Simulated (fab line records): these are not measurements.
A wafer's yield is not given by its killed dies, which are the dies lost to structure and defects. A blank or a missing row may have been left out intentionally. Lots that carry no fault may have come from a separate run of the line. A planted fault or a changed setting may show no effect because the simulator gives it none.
fab line records	flow sky130
record: lots: 7	wafers: 18	last-day: 52
route steps=708 shown METAL4@627 VIA4@639
lots that met no fault: taken from a fault-free run of the same line
start-h: hours from the record's first day to the start of the lot's first wafer shown	wait-h: how many hours have passed since the lot's step before this one	" as in the row above	L1.1+2: a row that stands for several wafers	- either no value or no given start	* or withheld: withheld	< > ~ a bound
route shown NAME@n: names a module that has steps shown in the file, with the first one's number in the route	usual: mean and standard deviation over wafers with no fault	same: alike in all rows	chamber/n: place in a boat	sites: readings site by site	_std_site: standard deviation of those values	_edge_site: inner sites' mean taken away from outer sites' mean	radius-mm: for every site, how far away it sits from the centre of the wafer	mask NAME#n: copy n	behind: tool/chamber where the wafer was last shaped	hold: what put the lot on hold/how long, in hours/how the hold closed	device: the n, p or np transistor that did not switch	end of line: tests run on the same wafers once the route is complete	step lacking rows: just its recipe	killed: not the wafer's yield, but the dies lost to structure and defects at the first sort	map: a wafer's dies, x killed, . not, _ none there
set.NAME: the setting the step ran with; set.NAME@STEP: the setting that earlier step ran with	model.NAME: the simulator's own value behind a step, which no gauge read
lots seen at some steps along the route; tables by step, rows by wafer
services: a tool's chamber out of use, with start hour (start-h, from the record's first day; less than 0 if before it), hours out, and reason
== steps ==
step: SKY_METAL4_PEB_11
recipe: peb-temp-c: withheld	peb-time-s: withheld	resist: KrF-thick
step: SKY_METAL4_DEVELOP_12
recipe: develop-time-s: 60	resist: KrF-thick	dev-temp-c: 21
step: SKY_METAL4_CD_MEAS_13
recipe: target-cd-nm: 300
usual: cd-nm: 300.0/1.4
lot.wafer	tool	chamber	start-h	wait-h	cd-nm
L792.2	cd-sem-02	-	1027.09	-	300.7
L792.3	"	-	"	"	300.6
L792.6	"	-	"	"	299.6
L805.1	cd-sem-02	-	1151.82	-	299.3
L805.3	"	-	"	"	300.0
L805.6	"	-	"	"	297.0
L808.1	cd-sem-02	-	1163.92	-	300.5
L808.6	"	-	"	"	300.4
L811.2	cd-sem-02	-	1164.34	-	300.5
L811.4	"	-	"	"	300.5
L811.6	"	-	"	"	300.1
L807.4	cd-sem-02	-	1165.38	-	300.3
L807.6	"	-	"	"	301.0
L812.1	cd-sem-02	-	1165.80	-	297.3
L812.2	"	-	"	"	298.7
L812.3	"	-	"	"	298.6
L810.4	cd-sem-01	-	1169.16	-	297.2
L810.6	"	-	"	"	298.1
step: SKY_METAL4_OVL_MEAS_14
usual: METAL4_OVL: 1/5.1
lot.wafer	tool	chamber	start-h	wait-h	METAL4_OVL[nm]
L792.2	overlay-01	-	1027.20	0.1	8
L792.3	"	-	"	"	5
L792.6	"	-	"	"	7
L805.1	overlay-01	-	1151.94	0.1	-5
L805.3	"	-	"	"	-14
L805.6	"	-	"	"	-5
L808.1	overlay-01	-	1164.04	0.1	-3
L808.6	"	-	"	"	9
L811.2	overlay-01	-	1164.45	0.1	-1
L811.4	"	-	"	"	7
L811.6	"	-	"	"	-2
L807.4	overlay-02	-	1165.46	0.1	0
L807.6	"	-	"	"	5
L812.1	overlay-02	-	1165.92	0.1	4
L812.2	"	-	"	"	10
L812.3	"	-	"	"	-1
L810.4	overlay-02	-	1169.23	0.1	0
L810.6	"	-	"	"	4
step: SKY_METAL4_DESCUM_15
recipe: chemistry: O2	source-power-w: 150	bias-power-w: 0	pressure-mtorr: 10	temp-c: 40	time-s: 8
usual: drypump-motor-current-A: 5.6/0.33	oes-product-au: 0.995/0.014
lot.wafer	tool	chamber	start-h	wait-h	drypump-motor-current-A	oes-product-au	rf-hours-counter-h
L792.2	rie-metal-03	1	1027.24	0.0	5.0	0.974	-
L792.3	"	1	"	"	5.0	0.984	-
L792.6	"	1	"	"	5.0	0.992	-
L805.1	rie-metal-03	1	1151.98	0.0	5.0	0.989	6
L805.3	"	1	"	"	5.0	1.000	-
L805.6	"	1	"	"	5.0	1.007	-
L808.1	rie-metal-03	1	1164.08	0.0	5.0	0.997	8
L808.6	"	1	"	"	5.0	0.994	-
L811.2	rie-metal-02	1	1164.48	0.0	5.5	1.000	7
L811.4	"	0	"	"	5.9	0.994	-
L811.6	"	1	"	"	5.5	0.999	-
L807.4	rie-metal-04	0	1165.49	0.0	5.9	0.974	-
L807.6	"	1	"	"	5.7	1.013	-
L812.1	rie-metal-02	1	1165.95	0.0	5.5	0.998	8
L812.2	"	1	"	"	5.5	1.001	-
L812.3	"	1	"	"	5.5	0.997	-
L810.4	rie-metal-04	0	1169.26	0.0	5.9	0.987	-
L810.6	"	0	"	"	5.9	0.977	-
step: SKY_METAL4_ETCH_16
recipe: chemistry: N2/H2	target: BARC	ion-energy-ev: 200	bias-w: 100	pressure-mtorr: 30	n2-flow-sccm: 100	h2-flow-sccm: 200	icp-w: 500	stop-on: SiO2	time-s: 88.2	target-depth-a: 600
usual: drypump-motor-current-A: 5.6/0.32	oes-product-au: 0.625/0.0044	throttle-valve-pct: 13.204/0.009
lot.wafer	tool	chamber	start-h	wait-h	drypump-motor-current-A	oes-product-au	rf-hours-counter-h	throttle-valve-pct
L792.2	rie-metal-03	1	1027.32	0.1	5.0	0.625	-	13.208
L792.3	"	1	"	"	5.0	0.626	-	13.201
L792.6	"	1	"	"	5.0	0.624	-	13.209
L805.1	rie-metal-03	1	1152.01	0.0	5.0	0.622	6	13.194
L805.3	"	1	"	"	5.0	0.623	-	13.208
L805.6	"	1	"	"	5.0	0.623	-	13.211
L808.1	rie-metal-03	1	1164.14	0.1	5.0	0.630	8	13.201
L808.6	"	1	"	"	5.0	0.625	-	13.190
L811.2	rie-metal-02	1	1164.51	0.0	5.5	0.624	7	13.221
L811.4	"	0	"	"	5.9	0.632	-	13.210
L811.6	"	1	"	"	5.5	0.633	-	13.212
L807.4	rie-metal-04	0	1165.54	0.0	5.9	0.619	-	13.217
L807.6	"	1	"	"	5.7	0.624	-	13.219
L812.1	rie-metal-02	1	1166.02	0.1	5.5	0.633	8	13.202
L812.2	"	1	"	"	5.6	0.625	-	13.208
L812.3	"	1	"	"	5.5	0.621	-	13.191
L810.4	rie-metal-04	0	1169.32	0.0	5.9	0.619	-	13.217
L810.6	"	0	"	"	5.9	0.629	-	13.215
step: SKY_METAL4_ETCH_17
recipe: target: SiO2	stop-on: TiN	chemistry: C4F8/O2/Ar	source-w: 1500	bias-w: 1200	pressure-mtorr: 40	c4f8-flow-sccm: withheld	O2_flow_sccm: 6	Ar_flow_sccm: 300	time-s: 3.9	target-depth-a: 150
usual: oes-product-au: 0.752/0.0076
lot.wafer	tool	chamber	start-h	wait-h	oes-product-au	rf-hours-counter-h
L792.2	rie-diel-02	3	1027.49	0.1	0.750	15
L792.3	"	0	"	"	0.749	19
L792.6	"	0	"	"	0.765	-
L805.1	rie-diel-04	0	1152.11	0.1	0.747	8
L805.3	"	2	"	"	0.751	10
L805.6	"	0	"	"	0.741	-
L808.1	rie-diel-03	1	1164.34	0.2	0.743	23
L808.6	"	0	"	"	0.762	-
L811.2	rie-diel-04	1	1164.61	0.1	0.750	18
L811.4	"	0	"	"	0.749	8
L811.6	"	1	"	"	0.762	-
L807.4	rie-diel-04	1	1165.61	0.0	0.759	18
L807.6	"	0	"	"	0.744	-
L812.1	rie-diel-02	3	1166.21	0.2	0.748	19
L812.2	"	0	"	"	0.747	24
L812.3	"	2	"	"	0.752	17
L810.4	rie-diel-04	0	1169.38	0.0	0.757	8
L810.6	"	1	"	"	0.750	-
step: SKY_METAL4_METAL_ETCH_18
recipe: target-depth-a: 8450	stop-on: SiO2	over-etch-frac: 0.3	time-s: 183.1	chemistry: Cl2/BCl3	resist-sidewall-deg: 88	pressure-mtorr: 10	icp-w: 900	bias-w: 48.5	Cl2_flow_sccm: 60	bcl3-flow-sccm: 30
usual: drypump-motor-current-A: 5.5/0.34	oes-product-au: 0.866/0.007	throttle-valve-pct: 22.264/0.0088
same: over-etch-frac: 0.3
lot.wafer	tool	chamber	start-h	wait-h	drypump-motor-current-A	oes-product-au	rf-hours-counter-h	throttle-valve-pct
L792.2	rie-metal-03	1	1027.57	0.1	5.0	0.862	-	22.255
L792.3	"	1	"	"	5.0	0.860	-	22.262
L792.6	"	1	"	"	5.0	0.870	-	22.257
L805.1	rie-metal-02	0	1152.13	0.0	5.9	0.875	25	22.258
L805.3	"	1	"	"	5.4	0.874	-	22.256
L805.6	"	1	"	"	5.5	0.875	-	22.268
L808.1	rie-metal-04	1	1164.36	0.0	5.7	0.876	14	22.258
L808.6	"	0	"	"	5.9	0.860	-	22.257
L811.2	rie-metal-03	1	1164.68	0.1	5.0	0.869	-	22.272
L811.4	"	1	"	"	5.0	0.866	-	22.251
L811.6	"	1	"	"	5.0	0.876	-	22.262
L807.4	rie-metal-03	1	1165.80	0.2	5.0	0.847	-	22.257
L807.6	"	1	"	"	5.0	0.862	-	22.276
L812.1	rie-metal-04	0	1166.23	0.0	5.9	0.868	24	22.286
L812.2	"	1	"	"	5.7	0.859	15	22.265
L812.3	"	1	"	"	5.7	0.854	-	22.264
L810.4	rie-metal-02	1	1169.58	0.2	5.5	0.867	-	22.253
L810.6	"	1	"	"	5.5	0.867	-	22.250
step: SKY_METAL4_STRIP_19
recipe: chemistry: O2/N2	power-w: 1400	pressure-mtorr: 1500	platen-temp-c: withheld	o2-flow-sccm: 3000	n2-flow-sccm: 300	overash-fraction: 0.5
step: SKY_METAL4_STRIP_20
recipe: chemistry: post-etch-residue-remover	time-s: 1200	temp-c: 72.5
step: SKY_METAL4_CLEAN_21
recipe: chemistry: IPA	time-s: 180	temp-c: 25
step: SKY_METAL4_CLEAN_22
recipe: chemistry: O3/DIW	dry: n2-spin
step: SKY_VIA4_HDPCVD_00
recipe: material: SiO2	target-thk-nm: 1750	sigma-open-frac: 0.3	time-s: 291.7	temp-c: 400	sih4-flow-sccm: 60	pressure-mtorr: 6
lot.wafer	tool	chamber	start-h	wait-h	model.SiO2_of_VIA4_HDPCVD_00.thk-nm
L792.2	hdpcvd-02	2	1028.45	0.0	1751
L792.3	"	1	"	"	1758
L792.6	"	2	"	"	1749
L805.1	hdpcvd-02	1	1152.89	0.0	1793
L805.3	"	2	"	"	1734
L805.6	"	1	"	"	1781
L808.1	hdpcvd-02	2	1165.14	0.0	1765
L808.6	"	1	"	"	3151
L811.2+6	hdpcvd-01	0	1165.66	0.0	1736
L811.4	"	1	"	"	1750
L807.4	hdpcvd-02	1	1166.71	0.1	3096
L807.6	"	2	"	"	3083
L812.1	hdpcvd-01	1	1167.04	0.0	1770
L812.2	"	0	"	"	1746
L812.3	"	2	"	"	1743
L810.4	hdpcvd-02	1	1170.44	0.1	3094
L810.6	"	2	"	"	3078
step: SKY_VIA4_THK_MEAS_01
recipe: reads: SiO2_of_VIA4_HDPCVD_00
usual: VIA4_HDPCVD_THK: 1751/20
lot.wafer	tool	chamber	start-h	wait-h	VIA4_HDPCVD_THK[nm]
L792.2	film-metro-02	-	1028.64	0.1	1752
L792.3	"	-	"	"	1757
L792.6	"	-	"	"	1747
L805.1	film-metro-02	-	1153.07	0.1	1792
L805.3	"	-	"	"	1735
L805.6	"	-	"	"	1781
L808.1	film-metro-04	-	1165.32	0.1	1763
L808.6	"	-	"	"	3152
L811.2	film-metro-01	-	1165.85	0.1	1736
L811.4	"	-	"	"	1750
L811.6	"	-	"	"	1736
L807.4	film-metro-02	-	1166.83	0.0	3097
L807.6	"	-	"	"	3082
L812.1	film-metro-02	-	1167.22	0.1	1770
L812.2	"	-	"	"	1746
L812.3	"	-	"	"	1742
L810.4	film-metro-02	-	1170.56	0.0	3094
L810.6	"	-	"	"	3077
step: SKY_VIA4_CMP_02
recipe: material: SiO2	down-force-psi: 4	platen-rpm: 60	pad-velocity-m-s: 0.94248
usual: motor-current-A: 12.4/0.98
lot.wafer	tool	chamber	start-h	wait-h	motor-current-A
L792.3	cmp-02	1	1028.74	0.1	13.2
L792.2	"	2	"	"	13.0
L792.6	"	1	"	"	12.6
L805.3	cmp-01	0	1153.13	0.0	13.2
L805.1	"	1	"	"	11.5
L805.6	"	0	"	"	13.4
L808.1	cmp-02	3	1165.53	0.2	12.9
L808.6	"	1	"	"	12.5
L811.4	cmp-02	1	1166.19	0.3	11.8
L811.2	"	3	"	"	13.4
L811.6	"	1	"	"	12.0
L807.4	cmp-02	0	1167.44	0.6	11.5
L807.6	"	2	"	"	13.4
L812.3	cmp-02	1	1167.64	0.4	12.3
L812.1	"	3	"	"	12.9
L812.2	"	0	"	"	11.2
L810.4	cmp-02	1	1170.64	0.1	12.5
L810.6	"	1	"	"	11.7
== services ==
tool	chamber	start-h	hours	kind
hdpcvd-01	-	1005.28	0.8	repair
cmp-01	-	1005.91	0.6	repair
cmp-01	-	1006.19	1.1	repair
rie-metal-02	1	1010.18	-	clean
rie-metal-02	1	1010.18	25.5	scheduled-down
rie-metal-02	1	1010.18	25.5	vent-cycle
rie-metal-03	0	1016.75	12.1	repair
rie-metal-02	-	1017.20	0.5	repair
cmp-01	-	1025.01	0.5	repair
rie-metal-03	1	1056.78	-	clean
rie-metal-03	1	1056.78	20.1	scheduled-down
rie-metal-03	1	1056.78	20.1	vent-cycle
rie-metal-04	-	1082.36	14.6	pm
hdpcvd-01	-	1082.92	4.3	pm
cmp-02	-	1084.15	4.0	pm
rie-metal-02	-	1104.26	14.6	pm
rie-diel-04	0	1130.42	5.8	repair
rie-diel-04	1	1148.80	5.3	repair
cmp-02	-	1152.42	0.9	repair
cmp-02	-	1155.33	0.5	repair
rie-metal-03	0	1158.62	60.7	repair
hdpcvd-02	-	1163.14	0.5	repair
rie-metal-02	0	1165.52	-	clean
cmp-01	-	1165.58	3.1	repair
== key ==
first-sign: step: SKY_VIA4_THK_MEAS_01	reading: VIA4_HDPCVD_THK	direction: up	sigmas: 69	usual: 1751	struck: 3100
effect none on later readings
model-effect: step: SKY_VIA4_HDPCVD_00	value: SiO2_of_VIA4_HDPCVD_00.thk-nm	without: 1749	struck: 3100
met-at SKY_VIA4_HDPCVD_00
struck-wafers L807.4,L807.6,L808.6,L810.4,L810.6
onset-between 1152.89 1165.14
fault: kind: process-parameter-drift	tool: hdpcvd-02	chamber: -	onset-h: 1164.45	steps: SKY_VIA4_HDPCVD_00	channel: target-thk-nm	offset: 1351	shape: step	end-h: 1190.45	scope: struck-wafers-only	acts-in: these-recipes-only	stated: 1750
